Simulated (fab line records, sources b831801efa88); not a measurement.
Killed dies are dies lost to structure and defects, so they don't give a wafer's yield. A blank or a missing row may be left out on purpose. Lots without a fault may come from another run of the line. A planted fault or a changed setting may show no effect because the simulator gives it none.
fab line records | flow gf180mcu
record lots=5 wafers=15 last_day=34
route steps=602 shown M4@465 V4@476
lots that met no fault: from a run of the same line without faults
start_h: hours from the record's first day to the start of the lot's first wafer shown | wait_h: hours since the lot's step before | " the same as in the row above | L1.1+2: a row that stands for several wafers | - no value, or no start given | * or withheld: withheld | < > ~ a bound
route shown NAME@n: a module of which the file shows steps, and the number in the route of the first | usual: mean/standard deviation of fault-free wafers | same: alike in all rows | chamber/n: place in a boat | sites: the reading at each site | _std_site: their standard deviation | _edge_site: outer sites' mean less inner sites' | radius_mm: how far each site lies from the wafer's centre | mask NAME#n: copy n | behind: the tool/chamber that last shaped the wafer | hold: why the lot was held/for how many hours/how that ended | device: the transistor (n, p or np) that didn't switch | end of line: the same wafers' tests at the end of the route | a step without rows: its recipe alone | killed: dies lost to structure and defects at the first sort, not the wafer's yield | map: a wafer's dies, x killed, . not, _ none there
set.NAME: the setting as run; set.NAME@STEP: as run at that earlier step | model.NAME: the simulator's own value behind a step, which no gauge read
lots at some steps of the route; a table a step, a row a wafer
services: from which hour (start_h, from the record's first day; less than 0 if before it) a tool's chamber was out of use, for how many hours, and why
## steps
# step GF_M4_COAT_09
# recipe resist=KrF spin_rpm=withheld resist_thk_nm=1000
# columns lot.wafer tool chamber start_h wait_h
L076.1+2+4 litho_track-01 0 546.43 0.1
L079.1+2+6 litho_track-02 0 574.26 0.1
L080.1+3+5 litho_track-02 0 581.91 0.1
L081.3+4+6 litho_track-01 0 594.98 0.1
L096.2+3+6 litho_track-01 0 692.95 0.1
# step GF_M4_SOFTBAKE_10
# recipe temp_c=130 time_s=60 resist=KrF
# usual plate_temp_C=129.99/0.15
# columns lot.wafer tool chamber start_h wait_h plate_temp_C
L076.1 litho_track-01 0 546.58 0.1 129.92
L076.2 " 0 " " 130.15
L076.4 " 0 " " 129.97
L079.1 litho_track-02 0 574.41 0.1 130.00
L079.2 " 0 " " 129.99
L079.6 " 0 " " 130.04
L080.1 litho_track-02 0 582.06 0.1 129.76
L080.3 " 0 " " 130.02
L080.5 " 0 " " 130.18
L081.3 litho_track-01 0 595.13 0.1 129.88
L081.4 " 0 " " 129.79
L081.6 " 0 " " 129.88
L096.2 litho_track-01 0 693.10 0.1 129.94
L096.3 " 0 " " 130.14
L096.6 " 0 " " 129.98
# step GF_M4_EXPOSE_11
# recipe mask_id=Metal4 target_cd_nm=280 na=0.68 source_shape=conventional sigma_outer=0.6 dose_mj=28
# columns lot.wafer tool chamber start_h wait_h mask
L076.1+2+4 krf_scanner-02 0 - - Metal4#0
L079.1+2+6 krf_scanner-02 0 - - Metal4#0
L080.1+3+5 krf_scanner-01 0 - - Metal4#0
L081.3+4+6 krf_scanner-02 0 - - Metal4#0
L096.2+3+6 krf_scanner-01 0 - - Metal4#0
# step GF_M4_PEB_12
# recipe peb_temp_c=135 peb_time_s=90 resist=KrF
# usual plate_temp_C=134.98/0.12
# same peb_time_s=90
# columns lot.wafer tool chamber start_h wait_h plate_temp_C
L076.1 litho_track-01 0 - - 134.89
L076.2 " 0 " " 135.20
L076.4 " 0 " " 135.03
L079.1 litho_track-03 0 - - 135.09
L079.2 " 0 " " 134.91
L079.6 " 0 " " 135.08
L080.1 litho_track-02 0 - - 134.95
L080.3 " 0 " " 134.95
L080.5 " 0 " " 135.03
L081.3 litho_track-02 0 - - 134.97
L081.4 " 0 " " 135.00
L081.6 " 0 " " 135.15
L096.2 litho_track-01 0 - - 135.03
L096.3 " 0 " " 134.84
L096.6 " 0 " " 135.15
# step GF_M4_DEVELOP_13
# recipe develop_time_s=60 dev_temp_c=21
# same develop_time_s=60
# columns lot.wafer tool chamber start_h wait_h
L076.1+2+4 litho_track-01 0 557.38 0.2
L079.1+2+6 litho_track-03 0 584.64 0.2
L080.1+3+5 litho_track-02 0 592.66 0.2
L081.3+4+6 litho_track-02 0 605.16 0.1
L096.2+3+6 litho_track-01 0 702.10 0.2
# step GF_M4_CD_MEAS_14
# recipe target_cd_nm=280
# usual cd_nm=279.9/1.1
# columns lot.wafer tool chamber start_h wait_h cd_nm
L076.1 cd_sem-02 - 557.53 0.1 279.4
L076.2 " - " " 278.8
L076.4 " - " " 278.9
L079.1 cd_sem-02 - 584.79 0.1 280.7
L079.2 " - " " 281.1
L079.6 " - " " 281.0
L080.1 cd_sem-01 - 592.81 0.1 277.9
L080.3 " - " " 279.1
L080.5 " - " " 277.7
L081.3 cd_sem-01 - 605.30 0.1 278.7
L081.4 " - " " 277.9
L081.6 " - " " 278.4
L096.2 cd_sem-01 - 702.24 0.1 280.9
L096.3 " - " " 280.3
L096.6 " - " " 279.9
# step GF_M4_OVL_MEAS_15
# usual M4_OVL=0/5.1
# columns lot.wafer tool chamber start_h wait_h M4_OVL[nm]
L076.1 overlay-01 - 557.65 0.1 5
L076.2 " - " " 7
L076.4 " - " " 6
L079.1 overlay-01 - 584.91 0.1 10
L079.2 " - " " 3
L079.6 " - " " 4
L080.1 overlay-01 - 592.93 0.1 -2
L080.3 " - " " 2
L080.5 " - " " 4
L081.3 overlay-01 - 605.39 0.1 -6
L081.4 " - " " -8
L081.6 " - " " -2
L096.2 overlay-01 - 702.35 0.1 -9
L096.3 " - " " 3
L096.6 " - " " -12
# step GF_M4_METAL_ETCH_16
# recipe chemistry=Cl2/BCl3 mask_material=KrF target_depth_nm=627.5 stop_on=SiO2 pressure_mtorr=8 icp_w=800 bias_w=140 Cl2_flow_sccm=80 bcl3_flow_sccm=40 time_s=104.6
# usual drypump_motor_current_A=5.67/0.17 oes_product_au=0.971/0.0064 throttle_valve_pct=28.252/0.01
# columns lot.wafer tool chamber start_h wait_h drypump_motor_current_A oes_product_au rf_hours_counter_h throttle_valve_pct
L076.1 rie_metal-04 1 557.68 0.0 5.57 0.958 2 28.256
L076.2 " 1 " " 5.56 0.965 - 28.249
L076.4 " 1 " " 5.56 0.973 - 28.239
L079.1 rie_metal-03 1 584.94 0.0 5.71 0.981 6 28.245
L079.2 " 0 " " 5.65 0.975 9 28.261
L079.6 " 1 " " 5.71 0.978 - 28.255
L080.1 rie_metal-04 0 592.97 0.0 5.73 0.968 1 28.244
L080.3 " 0 " " 5.71 0.973 - 28.253
L080.5 " 1 " " 5.55 0.966 - 28.250
L081.3 rie_metal-02 0 605.45 0.1 6.25 0.975 - 28.247
L081.4 " 1 " " 5.51 0.975 - 28.257
L081.6 " 1 " " 5.54 0.968 - 28.238
L096.2 rie_metal-03 1 702.38 0.0 5.72 0.977 8 28.247
L096.3 " 1 " " 5.73 0.978 - 28.258
L096.6 " 0 " " 5.64 0.962 - 28.252
# step GF_M4_STRIP_17
# recipe chemistry=O2/N2 power_w=1400 pressure_mtorr=1500 platen_temp_c=250 o2_flow_sccm=3000 n2_flow_sccm=300 overash_fraction=0.5
# usual drypump_motor_current_A=5.9/0.31 heater_power_w=333/21 n2_flow_sccm=300.1/0.97 oes_product_au=0.559/0.005 platen_temp_c=249.99/0.19 strip_time_to_endpoint_s=7.89/0.054
# columns lot.wafer tool chamber start_h wait_h drypump_motor_current_A heater_power_w n2_flow_sccm oes_product_au platen_temp_c rf_hours_counter_h strip_time_to_endpoint_s
L076.1 plasma_asher-03 1 557.91 0.2 5.5 367 299.2 0.553 250.19 12 7.89
L076.2 " 0 " " 6.1 325 299.1 0.567 249.97 12 7.87
L076.4 " 1 " " 5.5 355 298.9 0.560 249.98 - 7.88
L079.1 plasma_asher-03 1 585.05 0.1 5.5 354 300.9 0.548 250.05 15 7.84
L079.2 " 0 " " 6.1 314 301.0 0.555 250.03 15 7.91
L079.6 " 0 " " 6.1 336 301.8 0.548 250.26 - 7.79
L080.1 plasma_asher-02 0 593.08 0.1 5.8 313 299.6 0.562 250.07 49 7.91
L080.3 " 1 " " 6.3 355 300.1 0.559 249.82 - 7.86
L080.5 " 0 " " 5.9 308 299.5 0.553 249.94 - 7.86
L081.3 plasma_asher-03 0 605.56 0.1 6.1 330 298.5 0.559 250.04 - 7.81
L081.4 " 1 " " 5.5 367 300.4 0.563 250.03 - 7.89
L081.6 " 1 " " 5.5 353 300.8 0.559 249.99 - 7.91
L096.2 plasma_asher-02 1 702.49 0.1 6.4 346 298.0 0.558 249.54 61 7.87
L096.3 " 0 " " 5.8 307 300.2 0.565 249.81 - 7.88
L096.6 " 0 " " 5.8 306 300.2 0.569 249.71 - 7.99
# step GF_M4_STRIP_18
# recipe chemistry=post_etch_residue_remover time_s=1200 temp_c=72.5
# columns lot.wafer tool chamber start_h wait_h
L076.1+2+4 wet_bench-02 3 558.01 0.1
L079.1+2+6 wet_bench-04 3 585.15 0.1
L080.1+3+5 wet_bench-02 3 593.18 0.1
L081.3+4+6 wet_bench-02 2 605.63 0.0
L096.2+3+6 wet_bench-01 1 702.59 0.1
# step GF_M4_CLEAN_19
# recipe chemistry=DIW dry=n2_spin
# columns lot.wafer tool chamber start_h wait_h
L076.1+2+4 wet_bench-04 2 558.69 0.0
L079.1+2+6 wet_bench-02 1 585.53 0.0
L080.1+3+5 wet_bench-01 1 593.99 0.0
L081.3+4+6 wet_bench-01 1 606.04 0.0
L096.2+3+6 wet_bench-02 1 702.97 0.0
# step GF_V4_CVD_00
# recipe material=SiO2 target_thk_nm=600 sigma_open_frac=0.3 temp_c=400 time_s=100 sih4_flow_sccm=60 pressure_mtorr=6
# usual pressure_mtorr=6.001/0.012 sih4_flow_sccm=59.98/0.17
# columns lot.wafer tool chamber start_h wait_h pressure_mtorr sih4_flow_sccm
L076.1 hdpcvd-01 1 558.79 0.0 6.025 59.74
L076.2 " 0 " " 5.976 59.98
L076.4 " 1 " " 6.008 59.78
L079.1 hdpcvd-02 1 585.71 0.0 5.990 59.99
L079.2 " 2 " " 6.001 60.14
L079.6 " 1 " " 5.997 59.95
L080.1 hdpcvd-01 1 594.09 0.0 6.003 59.98
L080.3 " 0 " " 6.003 59.93
L080.5 " 0 " " 6.019 59.88
L081.3 hdpcvd-01 1 606.13 0.0 6.003 60.15
L081.4 " 2 " " 5.974 60.02
L081.6 " 1 " " 6.012 60.23
L096.2 hdpcvd-02 0 703.07 0.0 5.986 59.77
L096.3 " 1 " " 5.983 59.79
L096.6 " 1 " " 5.986 59.83
# step GF_V4_THK_MEAS_01
# recipe reads=SiO2_of_V4_CVD_00
# usual V4_CVD_00_THK=600/7
# columns lot.wafer tool chamber start_h wait_h V4_CVD_00_THK[nm]
L076.1 film_metro-01 - 558.86 0.0 602
L076.2 " - " " 601
L076.4 " - " " 599
L079.1 film_metro-03 - 585.80 0.1 593
L079.2 " - " " 607
L079.6 " - " " 596
L080.1 film_metro-01 - 594.17 0.0 606
L080.3 " - " " 602
L080.5 " - " " 608
L081.3 film_metro-01 - 606.22 0.1 612
L081.4 " - " " 604
L081.6 " - " " 612
L096.2 film_metro-01 - 703.15 0.0 587
L096.3 " - " " 592
L096.6 " - " " 593
# step GF_V4_CVD_02
# recipe material=SiO2 target_thk_nm=850 precursor=TEOS temp_c=400 time_s=94.851 rf_w=600
# usual heater_power_w=686/92
# columns lot.wafer tool chamber start_h wait_h heater_power_w
L076.1 pecvd-04 2 558.92 0.1 626
L076.2 " 1 " " 636
L076.4 " 2 " " 665
L079.1 pecvd-01 2 585.86 0.1 571
L079.2 " 1 " " 778
L079.6 " 1 " " 629
L080.1 pecvd-02 1 594.23 0.1 695
L080.3 " 0 " " 789
L080.5 " 1 " " 747
L081.3 pecvd-04 0 606.26 0.0 887
L081.4 " 2 " " 679
L081.6 " 0 " " 923
L096.2 pecvd-01 0 703.20 0.0 596
L096.3 " 1 " " 735
L096.6 " 2 " " 602
# step GF_V4_THK_MEAS_03
# recipe reads=SiO2_of_V4_CVD_02
# usual V4_CVD_02_THK=850/13
# columns lot.wafer tool chamber start_h wait_h V4_CVD_02_THK[nm]
L076.1 film_metro-02 - 558.99 0.0 846
L076.2 " - " " 866
L076.4 " - " " 875
L079.1 film_metro-03 - 585.93 0.0 849
L079.2 " - " " 830
L079.6 " - " " 838
L080.1 film_metro-01 - 594.29 0.0 846
L080.3 " - " " 841
L080.5 " - " " 859
L081.3 film_metro-03 - 606.35 0.1 862
L081.4 " - " " 888
L081.6 " - " " 873
L096.2 film_metro-03 - 703.28 0.0 862
L096.3 " - " " 840
L096.6 " - " " 865
# step GF_V4_CMP_04
# recipe material=SiO2 down_force_psi=4 platen_rpm=60 pad_velocity_m_s=0.94248
# usual motor_current_A=11.8/0.76 time_to_endpoint_s=81/6.3
# columns lot.wafer tool chamber start_h wait_h motor_current_A time_to_endpoint_s
L076.2 cmp-02 0 559.05 0.0 11.4 89
L076.4 " 2 " " 11.6 90
L076.1 " 3 " " 11.8 73
L079.2 cmp-02 3 585.99 0.0 12.3 72
L079.1 " 1 " " 11.7 81
L079.6 " 3 " " 11.3 73
L080.1 cmp-01 0 594.35 0.1 13.1 73
L080.3 " 1 " " 12.5 75
L080.5 " 1 " " 13.4 80
L081.3 cmp-01 0 606.58 0.2 13.4 74
L081.4 " 2 " " 12.0 91
L081.6 " 1 " " 13.0 85
L096.2 cmp-02 1 703.63 0.3 11.1 85
L096.3 " 3 " " 12.2 76
L096.6 " 1 " " 11.3 90
# step GF_V4_BOW_MEAS_05
# recipe mode=bow
# usual V4_BOW=133/9.6
# columns lot.wafer tool chamber start_h wait_h V4_BOW[um]
L076.1 film_metro-03 - 559.35 0.1 144
L076.2 " - " " 144
L076.4 " - " " 141
L079.1 film_metro-03 - 586.29 0.1 133
L079.2 " - " " 123
L079.6 " - " " 139
L080.1 film_metro-02 - 594.65 0.2 136
L080.3 " - " " 147
L080.5 " - " " 144
L081.3 film_metro-03 - 606.92 0.3 151
L081.4 " - " " 143
L081.6 " - " " 132
L096.2 film_metro-03 - 703.90 0.2 122
L096.3 " - " " 132
L096.6 " - " " 121
# step GF_V4_DEHYDRATE_06
# recipe temp_c=200 time_s=60
# usual plate_temp_C=200.00/0.17
# columns lot.wafer tool chamber start_h wait_h plate_temp_C
L076.1 litho_track-02 0 569.56 10.2 200.09
L076.2 " 0 " " 200.01
L076.4 " 0 " " 200.30
L079.1 litho_track-02 0 596.36 10.1 199.87
L079.2 " 0 " " 200.09
L079.6 " 0 " " 199.96
L080.1 litho_track-04 0 604.49 9.8 199.94
L080.3 " 0 " " 199.85
L080.5 " 0 " " 200.11
L081.3 litho_track-02 0 616.71 9.8 199.93
L081.4 " 0 " " 200.26
L081.6 " 0 " " 200.12
L096.2 litho_track-03 0 712.76 8.8 199.57
L096.3 " 0 " " 199.98
L096.6 " 0 " " 199.48
# step GF_V4_HMDS_07
# recipe prime_time_s=60 prime_temp_c=120
# columns lot.wafer tool chamber start_h wait_h
L076.1+2+4 litho_track-02 0 569.71 0.1
L079.1+2+6 litho_track-02 0 596.51 0.1
L080.1+3+5 litho_track-04 0 604.64 0.1
L081.3+4+6 litho_track-02 0 616.86 0.1
L096.2+3+6 litho_track-03 0 712.91 0.1
# step GF_V4_COAT_08
# recipe resist=BARC temp_c=withheld time_s=withheld spin_rpm=withheld resist_thk_nm=withheld
# columns lot.wafer tool chamber start_h wait_h
L076.1+2+4 litho_track-02 0 569.86 0.1
L079.1+2+6 litho_track-02 0 596.66 0.1
L080.1+3+5 litho_track-04 0 604.79 0.1
L081.3+4+6 litho_track-02 0 617.01 0.1
L096.2+3+6 litho_track-03 0 713.06 0.1
# step GF_V4_COAT_09
# recipe resist=KrF spin_rpm=withheld resist_thk_nm=1000
# columns lot.wafer tool chamber start_h wait_h
L076.1+2+4 litho_track-02 0 - -
L079.1+2+6 litho_track-02 0 - -
L080.1+3+5 litho_track-04 0 - -
L081.3+4+6 litho_track-02 0 - -
L096.2+3+6 litho_track-03 0 - -
# step GF_V4_SOFTBAKE_10
# recipe temp_c=130 time_s=60 resist=KrF
# usual plate_temp_C=130.01/0.15
# columns lot.wafer tool chamber start_h wait_h plate_temp_C
L076.1 litho_track-02 0 - - 129.93
L076.2 " 0 " " 129.91
L076.4 " 0 " " 130.12
L079.1 litho_track-02 0 - - 129.95
L079.2 " 0 " " 130.01
L079.6 " 0 " " 130.07
L080.1 litho_track-04 0 - - 129.79
L080.3 " 0 " " 130.12
L080.5 " 0 " " 129.91
L081.3 litho_track-02 0 - - 130.17
L081.4 " 0 " " 130.08
L081.6 " 0 " " 130.10
L096.2 litho_track-03 0 - - 130.18
L096.3 " 0 " " 130.16
L096.6 " 0 " " 130.21
# step GF_V4_EXPOSE_11
# recipe mask_id=Via4 target_cd_nm=260 na=0.68 source_shape=conventional sigma_outer=0.6 dose_mj=38
# columns lot.wafer tool chamber start_h wait_h mask
L076.1+2+4 krf_scanner-01 0 - - Via4#0
L079.1+2+6 krf_scanner-02 0 - - Via4#0
L080.1+3+5 krf_scanner-01 0 - - Via4#0
L081.3+4+6 krf_scanner-01 0 - - Via4#0
L096.2+3+6 krf_scanner-02 0 - - Via4#0
# step GF_V4_PEB_12
# recipe peb_temp_c=135 peb_time_s=90 resist=KrF
# usual plate_temp_C=135.00/0.13
# same peb_time_s=90
# columns lot.wafer tool chamber start_h wait_h plate_temp_C
L076.1 litho_track-02 0 - - 135.03
L076.2 " 0 " " 135.00
L076.4 " 0 " " 134.92
L079.1 litho_track-03 0 - - 134.99
L079.2 " 0 " " 134.70
L079.6 " 0 " " 134.97
L080.1 litho_track-04 0 - - 135.09
L080.3 " 0 " " 135.05
L080.5 " 0 " " 134.86
L081.3 litho_track-02 0 - - 134.83
L081.4 " 0 " " 135.14
L081.6 " 0 " " 135.15
L096.2 litho_track-04 0 - - 135.17
L096.3 " 0 " " 135.04
L096.6 " 0 " " 134.81
# step GF_V4_DEVELOP_13
# recipe develop_time_s=60 resist=KrF dev_temp_c=21
# same develop_time_s=60
# columns lot.wafer tool chamber start_h wait_h
L076.1+2+4 litho_track-02 0 580.51 0.2
L079.1+2+6 litho_track-03 0 607.09 0.2
L080.1+3+5 litho_track-04 0 615.49 0.2
L081.3+4+6 litho_track-02 0 627.26 0.1
L096.2+3+6 litho_track-04 0 722.07 0.2
# step GF_V4_CD_MEAS_14
# recipe target_cd_nm=260
# usual cd_nm=259.9/1.3
# columns lot.wafer tool chamber start_h wait_h cd_nm
L076.1 cd_sem-01 - 580.66 0.1 259.1
L076.2 " - " " 259.5
L076.4 " - " " 259.2
L079.1 cd_sem-02 - 607.24 0.1 259.1
L079.2 " - " " 261.2
L079.6 " - " " 261.0
L080.1 cd_sem-02 - 615.64 0.1 260.4
L080.3 " - " " 259.8
L080.5 " - " " 260.5
L081.3 cd_sem-01 - 627.40 0.1 258.4
L081.4 " - " " 258.9
L081.6 " - " " 258.7
L096.2 cd_sem-02 - 722.21 0.1 260.4
L096.3 " - " " 259.9
L096.6 " - " " 261.0
# step GF_V4_OVL_MEAS_15
# usual V4_OVL=-2/4.7
# columns lot.wafer tool chamber start_h wait_h V4_OVL[nm]
L076.1 overlay-01 - 580.78 0.1 0
L076.2 " - " " -3
L076.4 " - " " -8
L079.1 overlay-01 - 607.36 0.1 1
L079.2 " - " " -2
L079.6 " - " " 5
L080.1 overlay-01 - 615.76 0.1 1
L080.3 " - " " -4
L080.5 " - " " 0
L081.3 overlay-01 - 627.49 0.1 0
L081.4 " - " " 1
L081.6 " - " " -5
L096.2 overlay-01 - 722.32 0.1 -6
L096.3 " - " " -1
L096.6 " - " " -5
# step GF_V4_ETCH_16
# recipe chemistry=N2/H2 target_depth_a=withheld overetch_a=withheld time_s=withheld target=BARC ion_energy_ev=200 source_w=500 bias_w=100 pressure_mtorr=30 n2_flow_sccm=100 h2_flow_sccm=200
# usual drypump_motor_current_A=5.7/0.54 n2_flow_sccm=100.02/0.28 oes_product_au=0.855/0.0046 throttle_valve_pct=13.225/0.0075
# columns lot.wafer tool chamber start_h wait_h drypump_motor_current_A n2_flow_sccm oes_product_au throttle_valve_pct
L076.1 rie_diel-03 2 580.82 0.0 5.1 100.15 0.853 13.226
L076.2 " 0 " " 4.9 100.34 0.861 13.217
L076.4 " 2 " " 5.1 99.90 0.853 13.231
L079.1 rie_diel-03 2 607.39 0.0 5.1 99.64 0.852 13.226
L079.2 " 0 " " 5.0 99.88 0.858 13.213
L079.6 " 2 " " 5.1 99.78 0.857 13.239
L080.1 rie_diel-04 1 615.80 0.0 5.4 100.21 0.857 13.228
L080.3 " 2 " " 6.1 100.48 0.855 13.235
L080.5 " 2 " " 6.1 99.99 0.867 13.224
L081.3 rie_diel-03 1 627.52 0.0 6.3 99.69 0.858 13.220
L081.4 " 1 " " 6.3 100.21 0.866 13.217
L081.6 " 0 " " 4.9 99.90 0.861 13.241
L096.2 rie_diel-04 2 722.35 0.0 6.1 99.42 0.854 13.224
L096.3 " 0 " " 6.0 100.18 0.855 13.237
L096.6 " 0 " " 6.0 99.96 0.856 13.230
# step GF_V4_ETCH_17
# recipe chemistry=C4F8/O2/Ar mask_material=KrF target=SiO2 stop_on=TiN source_w=1500 bias_w=1200 pressure_mtorr=40 c4f8_flow_sccm=withheld O2_flow_sccm=6 Ar_flow_sccm=300 time_s=withheld target_depth_a=6300
# usual oes_product_au=0.856/0.0049
# columns lot.wafer tool chamber start_h wait_h oes_product_au
L076.1 rie_diel-03 2 - - 0.856
L076.2 " 0 " " 0.863
L076.4 " 2 " " 0.857
L079.1 rie_diel-03 2 - - 0.865
L079.2 " 0 " " 0.848
L079.6 " 2 " " 0.851
L080.1 rie_diel-04 1 - - 0.854
L080.3 " 2 " " 0.849
L080.5 " 2 " " 0.856
L081.3 rie_diel-03 1 - - 0.850
L081.4 " 1 " " 0.849
L081.6 " 0 " " 0.859
L096.2 rie_diel-04 2 - - 0.859
L096.3 " 0 " " 0.858
L096.6 " 0 " " 0.859
# step GF_V4_STRIP_18
# recipe chemistry=O2/N2 power_w=1400 pressure_mtorr=1500 platen_temp_c=250 o2_flow_sccm=3000 n2_flow_sccm=300 overash_fraction=0.5
# usual drypump_motor_current_A=5.7/0.35 heater_power_w=331/21 n2_flow_sccm=299.9/0.96 oes_product_au=0.594/0.0046 platen_temp_c=249.99/0.18
# columns lot.wafer tool chamber start_h wait_h drypump_motor_current_A heater_power_w n2_flow_sccm oes_product_au platen_temp_c rf_hours_counter_h
L076.1 plasma_asher-03 0 580.95 - 6.1 328 299.8 0.590 250.12 14
L076.2 " 1 " " 5.5 361 300.5 0.597 249.65 14
L076.4 " 0 " " 6.1 324 300.3 0.592 249.81 -
L079.1 plasma_asher-04 1 607.52 - 5.2 311 299.6 0.595 249.83 100
L079.2 " 0 " " 5.2 319 299.8 0.601 249.92 100
L079.6 " 1 " " 5.2 315 300.0 0.592 250.15 -
L080.1 plasma_asher-03 1 615.93 - 5.5 354 301.2 0.603 250.15 17
L080.3 " 0 " " 6.1 327 299.7 0.593 250.35 -
L080.5 " 0 " " 6.1 339 298.8 0.596 250.04 -
L081.3 plasma_asher-01 0 627.68 - 5.6 351 299.1 0.592 250.05 -
L081.4 " 1 " " 6.1 311 300.6 0.594 249.97 -
L081.6 " 0 " " 5.5 351 300.0 0.591 249.81 -
L096.2 plasma_asher-01 0 722.48 - 5.5 345 299.2 0.589 250.05 98
L096.3 " 1 " " 6.1 302 300.6 0.596 250.12 -
L096.6 " 1 " " 6.1 313 301.4 0.591 249.94 -
# step GF_V4_STRIP_19
# recipe chemistry=post_etch_residue_remover time_s=1200 temp_c=72.5
# columns lot.wafer tool chamber start_h wait_h
L076.1+2+4 wet_bench-01 0 581.05 0.1
L079.1+2+6 wet_bench-02 2 607.62 0.1
L080.1+3+5 wet_bench-01 2 616.12 0.2
L081.3+4+6 wet_bench-03 2 627.75 0.0
L096.2+3+6 wet_bench-02 2 722.58 0.1
# step GF_V4_CLEAN_20
# recipe chemistry=DIW dry=n2_spin
# columns lot.wafer tool chamber start_h wait_h
L076.1+2+4 wet_bench-02 0 581.39 0.0
L079.1+2+6 wet_bench-03 0 608.06 0.0
L080.1+3+5 wet_bench-03 2 616.47 0.0
L081.3+4+6 wet_bench-01 3 628.15 0.0
L096.2+3+6 wet_bench-03 1 722.92 0.0
# step GF_V4_SPUTTER_21
# recipe material=Ti target_thk_nm=15 chamber_pressure_pa=5 power_w=2500 substrate_temp_c=200 time_s=80.02
# usual throttle_valve_pct=29.4/0.78
# columns lot.wafer tool chamber start_h wait_h throttle_valve_pct
L076.1 pvd_sputter-01 - 581.57 0.0 27.4
L076.2 " - " " 30.6
L076.4 " - " " 30.5
L079.1 pvd_sputter-02 - 608.16 0.0 29.1
L079.2 " - " " 28.7
L079.6 " - " " 30.4
L080.1 pvd_sputter-01 - 616.57 0.0 28.8
L080.3 " - " " 29.3
L080.5 " - " " 28.5
L081.3 pvd_sputter-02 - 628.24 0.0 28.7
L081.4 " - " " 29.0
L081.6 " - " " 30.6
L096.2 pvd_sputter-04 - 723.01 0.0 29.1
L096.3 " - " " 29.9
L096.6 " - " " 29.9
# step GF_V4_SPUTTER_22
# recipe material=TiN target_thk_nm=10 chamber_pressure_pa=5 power_w=4000 time_s=40
# usual throttle_valve_pct=29.4/0.8
# columns lot.wafer tool chamber start_h wait_h throttle_valve_pct
L076.1 pvd_sputter-01 - 581.63 0.0 27.6
L076.2 " - " " 30.5
L076.4 " - " " 30.3
L079.1 pvd_sputter-02 - 608.22 0.0 28.9
L079.2 " - " " 28.4
L079.6 " - " " 30.9
L080.1 pvd_sputter-01 - 616.64 0.0 28.9
L080.3 " - " " 29.5
L080.5 " - " " 29.0
L081.3 pvd_sputter-02 - 628.31 0.0 28.7
L081.4 " - " " 29.1
L081.6 " - " " 30.6
L096.2 pvd_sputter-04 - 723.08 0.0 29.3
L096.3 " - " " 30.2
L096.6 " - " " 30.2
# step GF_V4_CVD_23
# recipe material=W target_thk_nm=350 time_s=104.9 temp_c=400 pressure_torr=40
# usual heater_power_w=809/100
# columns lot.wafer tool chamber start_h wait_h heater_power_w
L076.1 cvd_w-01 0 581.67 0.0 964
L076.2 " 1 " " 659
L076.4 " 0 " " 931
L079.1 cvd_w-02 1 608.26 0.0 771
L079.2 " 0 " " 822
L079.6 " 1 " " 793
L080.1 cvd_w-01 0 616.67 0.0 953
L080.3 " 1 " " 667
L080.5 " 1 " " 662
L081.3 cvd_w-01 1 628.39 0.1 667
L081.4 " 0 " " 960
L081.6 " 0 " " 965
L096.2 cvd_w-02 1 723.12 0.0 773
L096.3 " 0 " " 848
L096.6 " 0 " " 820
# step GF_V4_RS_MEAS_24
# recipe thk_meas_gauge=four-point-probe reads=W_of_V4_CVD_23+TiN_of_V4_SPUTTER_22+Ti_of_V4_SPUTTER_21
# usual V4_W_RS=0.327/0.0034
# columns lot.wafer tool chamber start_h wait_h V4_W_RS[ohm/sq]
L076.1 film_metro-02 - 581.78 0.1 0.328
L076.2 " - " " 0.326
L076.4 " - " " 0.330
L079.1 film_metro-02 - 608.38 0.1 0.324
L079.2 " - " " 0.323
L079.6 " - " " 0.323
L080.1 film_metro-02 - 616.79 0.1 0.327
L080.3 " - " " 0.327
L080.5 " - " " 0.326
L081.3 film_metro-03 - 628.51 0.1 0.323
L081.4 " - " " 0.333
L081.6 " - " " 0.327
L096.2 film_metro-01 - 723.26 0.1 0.328
L096.3 " - " " 0.334
L096.6 " - " " 0.327
# step GF_V4_THK_MEAS_25
# recipe thk_meas_gauge=xrf reads=W_of_V4_CVD_23
# usual V4_W_THK=358/6.4
# columns lot.wafer tool chamber start_h wait_h V4_W_THK[nm]
L076.1 film_metro-02 - 581.90 0.1 367
L076.2 " - " " 366
L076.4 " - " " 362
L079.1 film_metro-02 - 608.50 0.1 365
L079.2 " - " " 368
L079.6 " - " " 365
L080.1 film_metro-02 - 616.91 0.1 362
L080.3 " - " " 361
L080.5 " - " " 363
L081.3 film_metro-03 - 628.61 0.1 366
L081.4 " - " " 356
L081.6 " - " " 362
L096.2 film_metro-01 - 723.37 0.1 354
L096.3 " - " " 349
L096.6 " - " " 355
# step GF_V4_CMP_26
# recipe stop_on=SiO2 down_force_psi=3.5 platen_rpm=60 t_overpolish_s=15 target_thk_nm=0 pad_velocity_m_s=0.94248
# usual motor_current_A=10.9/0.87 overpolish_run_s=15.000/0.0091 time_to_endpoint_s=83/3.5
# columns lot.wafer tool chamber start_h wait_h motor_current_A overpolish_run_s time_to_endpoint_s
L076.1 cmp-02 0 581.96 0.1 10.3 14.988 85
L076.2 " 1 " " 10.7 14.976 81
L076.4 " 3 " " 11.0 15.001 77
L079.1 cmp-01 2 608.56 0.1 11.8 15.008 87
L079.2 " 1 " " 11.5 15.017 90
L079.6 " 2 " " 11.6 15.006 87
L080.3 cmp-02 2 617.13 0.2 10.8 15.014 83
L080.1 " 3 " " 11.5 14.990 79
L080.5 " 0 " " 10.4 14.996 84
L081.4 cmp-01 0 628.70 0.1 12.0 15.004 79
L081.3 " 2 " " 11.4 14.995 85
L081.6 " 0 " " 12.3 15.008 79
L096.3 cmp-01 0 723.47 0.1 11.4 15.004 73
L096.2 " 1 " " 11.8 14.990 86
L096.6 " 0 " " 12.3 15.009 76
## services
# columns tool chamber start_h hours kind
krf_scanner-01 - 524.41 1.3 pm
krf_scanner-02 - 528.91 0.2 repair
krf_scanner-02 - 545.69 1.0 pm
krf_scanner-02 - 564.24 4.0 pm
krf_scanner-01 - 565.37 0.4 repair
cmp-02 - 568.09 4.8 pm
krf_scanner-02 - 568.65 0.8 pm
cmp-01 - 572.08 4.0 pm
krf_scanner-01 - 573.40 0.8 pm
cmp-01 - 575.08 2.5 repair
krf_scanner-01 - 588.51 1.0 repair
plasma_asher-03 - 600.22 0.7 repair
krf_scanner-01 - 613.45 1.0 pm
krf_scanner-02 - 621.83 0.2 repair
rie_diel-03 3 621.86 11.0 repair
cmp-01 - 635.22 3.5 repair
cmp-01 - 653.23 6.7 repair
krf_scanner-01 - 659.10 0.8 repair
rie_diel-03 2 663.13 5.0 repair
plasma_asher-03 - 664.03 16.8 repair
rie_diel-03 3 667.52 2.0 repair
krf_scanner-01 - 674.62 0.7 repair
krf_scanner-02 - 679.57 1.3 pm
cmp-02 - 687.09 3.7 repair
## key
fault none
